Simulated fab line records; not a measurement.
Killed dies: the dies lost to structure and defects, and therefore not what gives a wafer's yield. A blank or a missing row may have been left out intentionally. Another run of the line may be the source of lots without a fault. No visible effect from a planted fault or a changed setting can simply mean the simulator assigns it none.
fab line records | flow gf180mcu
[record] lots = 24 wafers = 72 lastDay = 34
route steps=602 shown V3@430 V4@490 MIM@509 M5@533 TOP_METAL@582 PASSIVATION@601
lots that met no fault: taken from a fault-free run of the same line
startH: the number of hours between the record's first day and the start of the first shown wafer of the lot | waitH: hours elapsed since this lot's preceding step | " same as the row above | L1.1+2: a row that stands for several wafers | - no value, or no start given | * or withheld: withheld | < > ~ a bound
route shown NAME@n: a module of which the file shows steps, and the number in the route of the first | usual: average and standard deviation across the fault-free wafers | same: alike in all rows | chamber/n: place in a boat | sites: each site's reading | _std_site: how widely they spread, as a standard deviation | _edge_site: outer sites' mean less inner sites' | radiusMm: how far each site lies from the wafer's centre | mask NAME#n: copy n | behind: tool/chamber where the wafer was last shaped | hold: why the lot went on hold/how many hours it stayed there/how the hold came to an end | device: which transistor (n, p or np) failed to switch | end of line: at the end of the route, the tests of the same wafers | a step with no rows: only its recipe | killed: dies that structure and defects cost at the first sort, which is not the same as the wafer's yield | map: per-die view of a wafer (x killed, . not killed, _ where there is no die)
set.NAME: the setting that was run; set.NAME@STEP: the one run at that earlier step | model.NAME: the simulator's own value behind a step, which no gauge read
steps of the route over a sample of lots; a table a step, a row a wafer
[[steps]]
[step GF_V3_THK_MEAS_01]
[recipe] reads = SiO2_of_V3_CVD_00
[usual] V3_CVD_00_THK = 600/6.5
// columns lot.wafer tool chamber startH waitH V3_CVD_00_THK[nm]
L074.2 filmMetro-02 - 487.29 0.0 599
L074.3 " - " " 608
L074.5 " - " " 598
L075.1 filmMetro-03 - 491.15 0.0 611
L075.3 " - " " 609
L075.5 " - " " 605
L076.1 filmMetro-04 - 510.48 0.0 608
L076.3 " - " " 606
L076.4 " - " " 603
L077.1 filmMetro-04 - 513.59 0.0 606
L077.2 " - " " 608
L077.4 " - " " 612
L078.3 filmMetro-03 - 528.82 0.1 597
L078.4 " - " " 604
L078.5 " - " " 600
L079.1 filmMetro-03 - 531.00 0.0 602
L079.3 " - " " 604
L079.5 " - " " 602
L080.1 filmMetro-04 - 542.48 0.0 605
L080.3 " - " " 608
L080.4 " - " " 606
L081.2 filmMetro-02 - 555.29 0.0 591
L081.4 " - " " 594
L081.5 " - " " 594
L082.1 filmMetro-04 - 559.67 0.0 598
L082.3 " - " " 593
L082.6 " - " " 600
L083.1 filmMetro-02 - 563.24 0.0 603
L083.3 " - " " 606
L083.6 " - " " 607
L084.2 filmMetro-04 - 580.43 0.0 586
L084.5 " - " " 582
L084.6 " - " " 597
L085.1 filmMetro-02 - 584.72 0.0 590
L085.3 " - " " 591
L085.6 " - " " 594
L086.1 filmMetro-04 - 598.03 0.0 595
L086.2 " - " " 592
L086.3 " - " " 605
L087.3 filmMetro-03 - 602.72 0.1 593
L087.5 " - " " 603
L087.6 " - " " 596
L088.1 filmMetro-02 - 613.02 0.1 594
L088.4 " - " " 595
L088.5 " - " " 606
L089.1 filmMetro-04 - 623.15 0.0 603
L089.5 " - " " 599
L089.6 " - " " 596
L090.3 filmMetro-02 - 628.18 0.1 595
L090.5 " - " " 609
L090.6 " - " " 598
L091.1 filmMetro-04 - 630.77 0.0 601
L091.2 " - " " 603
L091.5 " - " " 600
L092.1 filmMetro-04 - 643.98 0.0 594
L092.3 " - " " 597
L092.6 " - " " 599
L093.1 filmMetro-04 - 647.44 0.0 604
L093.2 " - " " 601
L093.4 " - " " 594
L094.1 filmMetro-04 - 652.10 0.0 600
L094.2 " - " " 594
L094.4 " - " " 604
L095.1 filmMetro-03 - 655.07 0.0 603
L095.3 " - " " 598
L095.6 " - " " 593
L096.1 filmMetro-02 - 665.07 0.0 587
L096.2 " - " " 600
L096.3 " - " " 601
L097.4 filmMetro-02 - 671.93 0.0 607
L097.5 " - " " 603
L097.6 " - " " 598
[step GF_V4_CD_MEAS_14]
[recipe] targetCdNm = 260
[usual] cdNm = 260.2/1.2
// columns lot.wafer tool chamber startH waitH cdNm
L074.2 cdSem-02 - 560.77 0.1 261.4
L074.3 " - " " 260.9
L074.5 " - " " 262.3
L075.1 cdSem-02 - 563.00 0.1 261.5
L075.3 " - " " 259.6
L075.5 " - " " 259.2
L076.1 cdSem-01 - 582.85 0.1 258.6
L076.3 " - " " 259.3
L076.4 " - " " 258.3
L077.1 cdSem-02 - 585.20 0.1 258.0
L077.2 " - " " 258.5
L077.4 " - " " 258.7
L078.3 cdSem-01 - 597.86 0.1 260.8
L078.4 " - " " 261.1
L078.5 " - " " 260.9
L079.1 cdSem-01 - 599.90 0.1 261.2
L079.3 " - " " 261.1
L079.5 " - " " 260.0
L080.1 cdSem-01 - 611.37 0.1 260.3
L080.3 " - " " 260.8
L080.4 " - " " 259.7
L081.2 cdSem-01 - 623.87 0.1 261.7
L081.4 " - " " 260.9
L081.5 " - " " 260.3
L082.1 cdSem-02 - 626.95 0.1 261.3
L082.3 " - " " 260.5
L082.6 " - " " 260.4
L083.1 cdSem-01 - 631.25 0.1 257.3
L083.3 " - " " 258.3
L083.6 " - " " 258.5
L084.2 cdSem-01 - 646.92 0.1 260.4
L084.5 " - " " 258.4
L084.6 " - " " 259.9
L085.1 cdSem-01 - 651.41 0.1 260.8
L085.3 " - " " 258.8
L085.6 " - " " 258.5
L086.1 cdSem-01 - 661.75 0.1 259.1
L086.2 " - " " 259.6
L086.3 " - " " 259.0
L087.3 cdSem-02 - 666.99 0.1 259.3
L087.5 " - " " 261.0
L087.6 " - " " 258.8
L088.1 cdSem-02 - 676.90 0.1 260.9
L088.4 " - " " 259.3
L088.5 " - " " 260.5
L089.1 cdSem-01 - 684.62 0.2 260.3
L089.5 " - " " 259.8
L089.6 " - " " 259.6
L090.3 cdSem-02 - 690.79 0.1 259.6
L090.5 " - " " 258.8
L090.6 " - " " 258.3
L091.1 cdSem-01 - 693.82 0.1 260.3
L091.2 " - " " 260.0
L091.5 " - " " 260.3
L092.1 cdSem-02 - 704.40 0.1 261.3
L092.3 " - " " 261.3
L092.6 " - " " 262.7
L093.1 cdSem-01 - 707.95 0.1 260.2
L093.2 " - " " 260.9
L093.4 " - " " 260.4
L094.1 cdSem-01 - 712.55 0.1 261.5
L094.2 " - " " 262.4
L094.4 " - " " 261.7
L095.1 cdSem-01 - 716.90 0.1 258.4
L095.3 " - " " 260.3
L095.6 " - " " 259.1
L096.1 cdSem-01 - 724.50 0.1 261.4
L096.2 " - " " 261.7
L096.3 " - " " 262.5
L097.4 cdSem-02 - 732.06 0.1 260.7
L097.5 " - " " 261.6
L097.6 " - " " 261.1
[step GF_MIM_THK_MEAS_06]
[recipe] reads = Si3N4_of_MIM_CVD_05
[usual] MIM_CVD_05_THK = 41.8/0.64
// columns lot.wafer tool chamber startH waitH MIM_CVD_05_THK[nm]
L074.2 filmMetro-01 - 562.56 0.0 41.1
L074.3 " - " " 41.6
L074.5 " - " " 41.5
L075.1 filmMetro-01 - 564.79 0.0 41.5
L075.3 " - " " 41.5
L075.5 " - " " 43.1
L076.1 filmMetro-01 - 584.65 0.0 42.0
L076.3 " - " " 41.5
L076.4 " - " " 41.3
L077.1 filmMetro-01 - 587.46 0.0 43.2
L077.2 " - " " 41.5
L077.4 " - " " 42.8
L078.3 filmMetro-01 - 599.72 0.0 41.5
L078.4 " - " " 42.2
L078.5 " - " " 42.6
L079.1 filmMetro-02 - 601.69 0.0 41.6
L079.3 " - " " 41.3
L079.5 " - " " 41.7
L080.1 filmMetro-02 - 613.14 0.0 41.6
L080.3 " - " " 40.7
L080.4 " - " " 42.1
L081.2 filmMetro-04 - 625.65 0.0 41.2
L081.4 " - " " 42.8
L081.5 " - " " 41.8
L082.1 filmMetro-04 - 628.72 0.0 41.9
L082.3 " - " " 41.3
L082.6 " - " " 42.3
L083.1 filmMetro-01 - 633.01 0.0 41.3
L083.3 " - " " 42.2
L083.6 " - " " 41.6
L084.2 filmMetro-01 - 648.67 0.0 40.4
L084.5 " - " " 41.6
L084.6 " - " " 41.6
L085.1 filmMetro-01 - 653.18 0.0 40.9
L085.3 " - " " 40.8
L085.6 " - " " 41.8
L086.1 filmMetro-01 - 663.52 0.0 42.0
L086.2 " - " " 41.6
L086.3 " - " " 42.1
L087.3 filmMetro-02 - 668.73 0.0 41.3
L087.5 " - " " 42.3
L087.6 " - " " 42.6
L088.1 filmMetro-04 - 678.67 0.0 41.8
L088.4 " - " " 41.7
L088.5 " - " " 42.2
L089.1 filmMetro-01 - 686.52 0.0 40.6
L089.5 " - " " 41.3
L089.6 " - " " 41.2
L090.3 filmMetro-01 - 692.53 0.0 40.8
L090.5 " - " " 41.8
L090.6 " - " " 42.5
L091.1 filmMetro-01 - 695.58 0.0 42.1
L091.2 " - " " 41.4
L091.5 " - " " 42.4
L092.1 filmMetro-04 - 706.18 0.0 41.1
L092.3 " - " " 40.9
L092.6 " - " " 41.4
L093.1 filmMetro-01 - 709.80 0.0 41.6
L093.2 " - " " 41.5
L093.4 " - " " 42.8
L094.1 filmMetro-04 - 714.48 0.0 42.1
L094.2 " - " " 41.5
L094.4 " - " " 42.1
L095.1 filmMetro-01 - 718.72 0.0 41.8
L095.3 " - " " 42.3
L095.6 " - " " 42.4
L096.1 filmMetro-04 - 726.26 0.0 41.3
L096.2 " - " " 41.6
L096.3 " - " " 40.6
L097.4 filmMetro-04 - 733.81 0.0 41.6
L097.5 " - " " 41.4
L097.6 " - " " 41.4
[step GF_M5_CD_MEAS_07]
[recipe] targetCdNm = 280
[usual] cdNm = 280.3/1.1
// columns lot.wafer tool chamber startH waitH cdNm
L074.2 cdSem-02 - 606.14 0.1 282.3
L074.3 " - " " 282.5
L074.5 " - " " 280.1
L075.1 cdSem-02 - 608.11 0.1 281.0
L075.3 " - " " 278.9
L075.5 " - " " 279.7
L076.1 cdSem-01 - 627.07 0.1 281.9
L076.3 " - " " 281.2
L076.4 " - " " 280.7
L077.1 cdSem-01 - 629.77 0.2 280.5
L077.2 " - " " 279.3
L077.4 " - " " 280.4
L078.3 cdSem-01 - 639.96 0.1 280.0
L078.4 " - " " 279.4
L078.5 " - " " 280.7
L079.1 cdSem-01 - 642.55 0.1 281.5
L079.3 " - " " 279.9
L079.5 " - " " 280.5
L080.1 cdSem-01 - 653.92 0.2 279.9
L080.3 " - " " 281.5
L080.4 " - " " 280.2
L081.2 cdSem-01 - 666.57 0.1 281.3
L081.4 " - " " 281.1
L081.5 " - " " 281.0
L082.1 cdSem-01 - 668.77 0.1 279.1
L082.3 " - " " 280.1
L082.6 " - " " 279.7
L083.1 cdSem-01 - 672.16 0.2 280.5
L083.3 " - " " 280.5
L083.6 " - " " 280.7
L084.2 cdSem-01 - 688.13 0.1 278.6
L084.5 " - " " 279.0
L084.6 " - " " 279.0
L085.1 cdSem-02 - 691.97 0.1 281.8
L085.3 " - " " 280.6
L085.6 " - " " 281.6
L086.1 cdSem-02 - 700.81 0.1 282.4
L086.2 " - " " 280.6
L086.3 " - " " 281.9
L087.3 cdSem-01 - 706.71 0.1 279.3
L087.5 " - " " 278.2
L087.6 " - " " 278.9
L088.1 cdSem-02 - 715.90 0.1 282.1
L088.4 " - " " 281.2
L088.5 " - " " 281.8
L089.1 cdSem-01 - 723.06 0.1 278.8
L089.5 " - " " 278.5
L089.6 " - " " 278.9
L090.3 cdSem-02 - 728.66 0.1 279.5
L090.5 " - " " 279.5
L090.6 " - " " 278.9
L091.1 cdSem-01 - 731.76 0.1 280.9
L091.2 " - " " 281.8
L091.5 " - " " 281.7
L092.1 cdSem-01 - 741.80 0.1 279.4
L092.3 " - " " 279.4
L092.6 " - " " 280.8
L093.1 cdSem-01 - 744.62 0.1 279.6
L093.2 " - " " 281.3
L093.4 " - " " 279.5
L094.1 cdSem-01 - 750.22 0.1 278.3
L094.2 " - " " 278.7
L094.4 " - " " 277.7
L095.1 cdSem-02 - 753.57 0.1 281.0
L095.3 " - " " 279.9
L095.6 " - " " 280.6
L096.1 cdSem-02 - 760.44 0.1 281.1
L096.2 " - " " 281.1
L096.3 " - " " 280.1
L097.4 cdSem-01 - 767.65 0.1 282.4
L097.5 " - " " 280.5
L097.6 " - " " 280.6
[step GF_TOP_METAL_OVL_MEAS_15]
[usual] TOP_METAL_OVL = 1.8/1.4
// columns lot.wafer tool chamber startH waitH TOP_METAL_OVL[nm]
L074.2 overlay-01 - 650.44 0.1 3.8
L074.3 " - " " 3.4
L074.5 " - " " 2.6
L075.1 overlay-01 - 652.70 0.1 2.2
L075.3 " - " " 2.2
L075.5 " - " " 1.6
L076.1 overlay-01 - 670.52 0.1 3.1
L076.3 " - " " 2.3
L076.4 " - " " 2.3
L077.1 overlay-02 - 672.37 0.1 1.2
L077.2 " - " " 1.4
L077.4 " - " " 2.9
L078.3 overlay-02 - 681.68 0.1 3.1
L078.4 " - " " 3.0
L078.5 " - " " 2.0
L079.1 overlay-01 - 684.27 0.1 1.4
L079.3 " - " " 2.1
L079.5 " - " " 2.1
L080.1 overlay-01 - 695.62 0.1 4.1
L080.3 " - " " 3.2
L080.4 " - " " 2.7
L081.2 overlay-02 - 706.92 0.1 1.6
L081.4 " - " " -1.0
L081.5 " - " " -0.6
L082.1 overlay-01 - 710.04 0.1 2.8
L082.3 " - " " 3.1
L082.6 " - " " 1.2
L083.1 overlay-01 - 713.00 0.1 2.6
L083.3 " - " " 4.3
L083.6 " - " " 2.0
L084.2 overlay-02 - 727.72 0.1 2.2
L084.5 " - " " 4.0
L084.6 " - " " 1.2
L085.1 overlay-02 - 731.77 0.1 1.0
L085.3 " - " " 1.9
L085.6 " - " " 1.6
L086.1 overlay-02 - 738.87 0.1 0.6
L086.2 " - " " 0.0
L086.3 " - " " -0.2
L087.3 overlay-02 - 744.40 0.1 0.4
L087.5 " - " " 0.1
L087.6 " - " " 1.1
L088.1 overlay-02 - 754.06 0.1 4.6
L088.4 " - " " 2.9
L088.5 " - " " 3.4
L089.1 overlay-01 - 760.86 0.1 1.8
L089.5 " - " " 1.1
L089.6 " - " " 2.6
L090.3 overlay-02 - 764.85 0.1 2.2
L090.5 " - " " 1.9
L090.6 " - " " 4.3
L091.1 overlay-02 - 768.66 0.1 2.6
L091.2 " - " " 2.2
L091.5 " - " " 2.7
L092.1 overlay-01 - 777.54 0.1 2.0
L092.3 " - " " 1.7
L092.6 " - " " 1.9
L093.1 overlay-01 - 779.72 0.1 1.1
L093.2 " - " " -0.9
L093.4 " - " " -2.3
L094.1 overlay-01 - 785.94 0.1 0.7
L094.2 " - " " 0.2
L094.4 " - " " 1.6
L095.1 overlay-02 - 788.54 0.1 2.2
L095.3 " - " " 1.7
L095.6 " - " " 2.5
L096.1 overlay-02 - 795.09 0.1 0.0
L096.2 " - " " -1.0
L096.3 " - " " -1.7
L097.4 overlay-02 - 801.76 0.1 0.6
L097.5 " - " " 0.2
L097.6 " - " " -0.3
[step GF_PASSIVATION_BOW_MEAS_14]
[recipe] mode = bow
[usual] PASSIVATION_BOW = 140/9.9
// columns lot.wafer tool chamber startH waitH PASSIVATION_BOW[um]
L074.2 filmMetro-02 - 673.44 0.0 139
L074.3 " - " " 151
L074.5 " - " " 147
L075.1 filmMetro-02 - 675.22 0.0 141
L075.3 " - " " 140
L075.5 " - " " 157
L076.1 filmMetro-02 - 692.07 0.0 141
L076.3 " - " " 139
L076.4 " - " " 127
L077.1 filmMetro-03 - 694.51 0.0 168
L077.2 " - " " 162
L077.4 " - " " 151
L078.3 filmMetro-02 - 702.36 0.0 125
L078.4 " - " " 140
L078.5 " - " " 136
L079.1 filmMetro-03 - 705.87 0.0 150
L079.3 " - " " 139
L079.5 " - " " 140
L080.1 filmMetro-01 - 716.77 0.0 141
L080.3 " - " " 140
L080.4 " - " " 132
L081.2 filmMetro-03 - 727.54 0.0 146
L081.4 " - " " 165
L081.5 " - " " 152
L082.1 filmMetro-01 - 730.47 0.0 152
L082.3 " - " " 142
L082.6 " - " " 146
L083.1 filmMetro-03 - 733.27 0.0 143
L083.3 " - " " 149
L083.6 " - " " 143
L084.2 filmMetro-03 - 747.92 0.0 128
L084.5 " - " " 126
L084.6 " - " " 120
L085.1 filmMetro-01 - 751.91 0.0 128
L085.3 " - " " 135
L085.6 " - " " 131
L086.1 filmMetro-01 - 758.41 0.0 144
L086.2 " - " " 137
L086.3 " - " " 132
L087.3 filmMetro-03 - 763.91 0.0 142
L087.5 " - " " 135
L087.6 " - " " 154
L088.1 filmMetro-02 - 773.06 0.0 127
L088.4 " - " " 136
L088.5 " - " " 141
L089.1 filmMetro-02 - 779.92 0.0 138
L089.5 " - " " 142
L089.6 " - " " 146
L090.3 filmMetro-01 - 783.61 0.0 138
L090.5 " - " " 151
L090.6 " - " " 136
L091.1 filmMetro-03 - 787.62 0.0 144
L091.2 " - " " 149
L091.5 " - " " 146
L092.1 filmMetro-02 - 795.87 0.0 138
L092.3 " - " " 130
L092.6 " - " " 139
L093.1 filmMetro-01 - 797.77 0.0 147
L093.2 " - " " 125
L093.4 " - " " 136
L094.1 filmMetro-03 - 804.07 0.0 129
L094.2 " - " " 144
L094.4 " - " " 121
L095.1 filmMetro-01 - 806.92 0.0 135
L095.3 " - " " 149
L095.6 " - " " 142
L096.1 filmMetro-03 - 812.87 0.0 141
L096.2 " - " " 138
L096.3 " - " " 140
L097.4 filmMetro-01 - 819.22 0.1 142
L097.5 " - " " 142
L097.6 " - " " 143
[[key]]
fault none
